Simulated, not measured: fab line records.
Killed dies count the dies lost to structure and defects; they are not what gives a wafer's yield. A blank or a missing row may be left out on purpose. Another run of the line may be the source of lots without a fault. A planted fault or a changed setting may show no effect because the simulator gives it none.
Matching of chambers / flow gf180mcu / GF_CONTACT_CVD_02 on pecvd-04: 3 sister chambers
The step deposits SiO2 from TEOS, target thk 860 nm, time 95.992 s. 6 wafers are shown with their chamber, then 11 later ones without.

== WAFERS WITH THEIR CHAMBER ==
wafer=L080.6; chamber=1; heater-power-outer-w (W)=389; heater-power-w (W)=676
wafer=L085.4; chamber=2; heater-power-outer-w (W)=518; heater-power-w (W)=822
wafer=L088.2; chamber=0; heater-power-outer-w (W)=422; heater-power-w (W)=766
wafer=L088.4; chamber=2; heater-power-outer-w (W)=506; heater-power-w (W)=810
wafer=L088.6; chamber=0; heater-power-outer-w (W)=345; heater-power-w (W)=644
wafer=L089.3; chamber=1; heater-power-outer-w (W)=385; heater-power-w (W)=688

== WAFERS WHOSE CHAMBER IS MISSING ==
wafer=L089.4; heater-power-outer-w (W)=298; heater-power-w (W)=551
wafer=L089.6; heater-power-outer-w (W)=345; heater-power-w (W)=632
wafer=L093.1; heater-power-outer-w (W)=439; heater-power-w (W)=760
wafer=L093.3; heater-power-outer-w (W)=426; heater-power-w (W)=710
wafer=L093.6; heater-power-outer-w (W)=343; heater-power-w (W)=631
wafer=L095.1; heater-power-outer-w (W)=460; heater-power-w (W)=735
wafer=L095.3; heater-power-outer-w (W)=358; heater-power-w (W)=638
wafer=L095.6; heater-power-outer-w (W)=492; heater-power-w (W)=790
wafer=L096.2; heater-power-outer-w (W)=441; heater-power-w (W)=695
wafer=L096.3; heater-power-outer-w (W)=357; heater-power-w (W)=629
wafer=L096.4; heater-power-outer-w (W)=477; heater-power-w (W)=765

== EACH ONE'S CHAMBER ==
wafer=L089.4; from the rows above=can't be placed: 1 or 0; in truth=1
wafer=L089.6; from the rows above=can't be placed: 1 or 0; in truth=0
wafer=L093.1; from the rows above=can't be placed: 0 or 1 or 2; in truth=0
wafer=L093.3; from the rows above=can't be placed: 0 or 1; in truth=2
wafer=L093.6; from the rows above=can't be placed: 1 or 0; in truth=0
wafer=L095.1; from the rows above=can't be placed: 2 or 0 or 1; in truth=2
wafer=L095.3; from the rows above=can't be placed: 1 or 0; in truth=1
wafer=L095.6; from the rows above=2; in truth=2
wafer=L096.2; from the rows above=can't be placed: 1 or 0 or 2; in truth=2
wafer=L096.3; from the rows above=can't be placed: 1 or 0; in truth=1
wafer=L096.4; from the rows above=can't be placed: 2 or 0 or 1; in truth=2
Placed correctly: 1 of 11. Unplaceable from these rows: 10, with the true chamber sitting among the candidates in 9. Placed wrongly: 0.
How it was worked out, from the rows above alone: a wafer's distance from a chamber is the root of the sum, over the readings, of the square of ((its reading less the chamber's mean) divided by the reading's scatter). The wafer belongs to the nearest chamber; if the next one is less than 2 further off, it can't be placed. For every chamber, the mean is computed from those of its wafers that are shown. The scatter: take each reading less its chamber's mean, square it, sum over the shown wafers, divide by the number of wafers less the number of chambers, and take the root.
